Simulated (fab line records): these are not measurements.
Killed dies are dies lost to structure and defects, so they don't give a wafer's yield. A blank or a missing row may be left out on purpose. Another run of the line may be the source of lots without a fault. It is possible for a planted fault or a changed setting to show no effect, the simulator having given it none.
What tool caused it? ; flow gf180mcu ; Sampling: 13 lots, 39 wafers, 4 of 602 route steps

WHAT EACH GAUGE READ, for each wafer
GF_PASSIVATION_THK_MEAS_03. Usual: PASSIVATION_CVD_02_THK typically reads 702 nm, with standard deviation 10.
lot;measured;on;PASSIVATION_CVD_02_THK (nm);flag
L100;day 28 10:15;film-metro-03;693 693 711;
L101;day 28 18:58;film-metro-01;691 699 705;
L103;day 29 14:37;film-metro-03;718 702 707;
L104;day 29 16:15;film-metro-01;693 705 711;
L105;day 29 22:16;film-metro-04;706 693 718;
L106;day 30 11:10;film-metro-01;714 699 718;
L107;day 30 15:11;film-metro-01;711 708 728;
L110;day 31 09:07;film-metro-03;688 707 704;
L111;day 31 21:41;film-metro-04;698 706 712;
L112;day 31 21:49;film-metro-04;704 699 720;
L118;day 33 19:28;film-metro-01;694 707 706;
L119;day 33 20:44;film-metro-04;699 713 705;
L120;day 34 02:47;film-metro-03;686 683 692;

WHAT TOOL EACH LOT RAN ON (gives the tool, then ch and the chambers of the sampled wafers, and finally the start)
lot;GF_M1_SPUTTER_00;GF_V5_SPUTTER_21;GF_V5_SPUTTER_22
L100;pvd-sputter-02, day 16 12:33;pvd-sputter-04, day 27 12:26;pvd-sputter-04, day 27 12:29
L101;pvd-sputter-01, day 16 22:04;pvd-sputter-04, day 27 20:58;pvd-sputter-04, day 27 21:02
L103;pvd-sputter-02, day 17 20:47;pvd-sputter-02, day 28 16:26;pvd-sputter-02, day 28 16:30
L104;pvd-sputter-03, day 17 21:05;pvd-sputter-04, day 28 17:33;pvd-sputter-04, day 28 17:37
L105;pvd-sputter-01, day 18 08:57;pvd-sputter-02, day 29 00:30;pvd-sputter-02, day 29 00:34
L106;pvd-sputter-02, day 18 18:56;pvd-sputter-01, day 29 14:29;pvd-sputter-01, day 29 14:32
L107;pvd-sputter-02, day 19 01:51;pvd-sputter-04, day 29 17:27;pvd-sputter-04, day 29 17:31
L110;pvd-sputter-02, day 20 03:19;pvd-sputter-04, day 30 13:12;pvd-sputter-04, day 30 13:16
L111;pvd-sputter-02, day 20 14:40;pvd-sputter-04, day 31 02:29;pvd-sputter-04, day 31 02:33
L112;pvd-sputter-03, day 20 20:56;pvd-sputter-01, day 31 02:37;pvd-sputter-01, day 31 02:41
L118;pvd-sputter-02, day 23 15:25;pvd-sputter-04, day 33 01:14;pvd-sputter-04, day 33 01:18
L119;pvd-sputter-01, day 23 16:58;pvd-sputter-04, day 33 03:05;pvd-sputter-04, day 33 03:09
L120;pvd-sputter-03, day 24 01:53;pvd-sputter-01, day 33 09:17;pvd-sputter-01, day 33 09:21
- GF_M1_SPUTTER_00: material Ti, target thk 37.5 nm, time 150 s.
- GF_V5_SPUTTER_21: material Ti, target thk 15 nm, time 80.02 s.
- GF_V5_SPUTTER_22: material TiN, target thk 10 nm, time 40 s.

WHAT THE TOOLS THEMSELVES READ (means of the sampled wafers that have a number; where no wafer has one, the mark that the record gives instead)
GF_M1_SPUTTER_00. Usual: throttle-valve-pct reads 30.0 % (standard deviation 1.1).
lot;tool;throttle-valve-pct (%);flag
L100;pvd-sputter-02;29.6;
L101;pvd-sputter-01;30.5;
L103;pvd-sputter-02;29.1;
L104;pvd-sputter-03;30.0;
L105;pvd-sputter-01;30.1;
L106;pvd-sputter-02;29.5;
L107;pvd-sputter-02;31.0;
L110;pvd-sputter-02;28.7;
L111;pvd-sputter-02;30.1;
L112;pvd-sputter-03;30.4;
L118;pvd-sputter-02;29.7;
L119;pvd-sputter-01;30.4;
L120;pvd-sputter-03;29.5;

GF_V5_SPUTTER_21. Usual: throttle-valve-pct reads 30.2 % (standard deviation 0.9).
lot;tool;throttle-valve-pct (%);flag
L100;pvd-sputter-04;29.7;
L101;pvd-sputter-04;30.4;
L103;pvd-sputter-02;29.7;
L104;pvd-sputter-04;30.5;
L105;pvd-sputter-02;30.7;
L106;pvd-sputter-01;30.5;
L107;pvd-sputter-04;30.3;
L110;pvd-sputter-04;30.2;
L111;pvd-sputter-04;30.1;
L112;pvd-sputter-01;30.2;
L118;pvd-sputter-04;30.1;
L119;pvd-sputter-04;31.0;
L120;pvd-sputter-01;30.3;

GF_V5_SPUTTER_22. Usual: throttle-valve-pct reads 30.2 % (standard deviation 0.9).
lot;tool;throttle-valve-pct (%);flag
L100;pvd-sputter-04;29.8;
L101;pvd-sputter-04;30.4;
L103;pvd-sputter-02;29.7;
L104;pvd-sputter-04;30.5;
L105;pvd-sputter-02;30.7;
L106;pvd-sputter-01;30.6;
L107;pvd-sputter-04;30.3;
L110;pvd-sputter-04;30.3;
L111;pvd-sputter-04;30.0;
L112;pvd-sputter-01;30.1;
L118;pvd-sputter-04;30.0;
L119;pvd-sputter-04;30.8;
L120;pvd-sputter-01;30.3;

THE ANSWER, worked out from the rows above alone
Rule: a lot is off if the mean of its wafers that have a number lies more than 3 standard deviations from the usual mean. A lot without any number at a reading at which 4 lots or more have one is off too. Any other lot the step has rows for is counted as sound. Order of review: gauges by route order, followed by the tools' own readings, for which a lot's mean as printed above is used. At the first step where some lot is off, the reading lying furthest off is the one used; lots without a number count as furthest.
Across all readings shown, no lot is off: no conclusion can be drawn from this.

WHAT THE SIMULATOR HAD PUT IN
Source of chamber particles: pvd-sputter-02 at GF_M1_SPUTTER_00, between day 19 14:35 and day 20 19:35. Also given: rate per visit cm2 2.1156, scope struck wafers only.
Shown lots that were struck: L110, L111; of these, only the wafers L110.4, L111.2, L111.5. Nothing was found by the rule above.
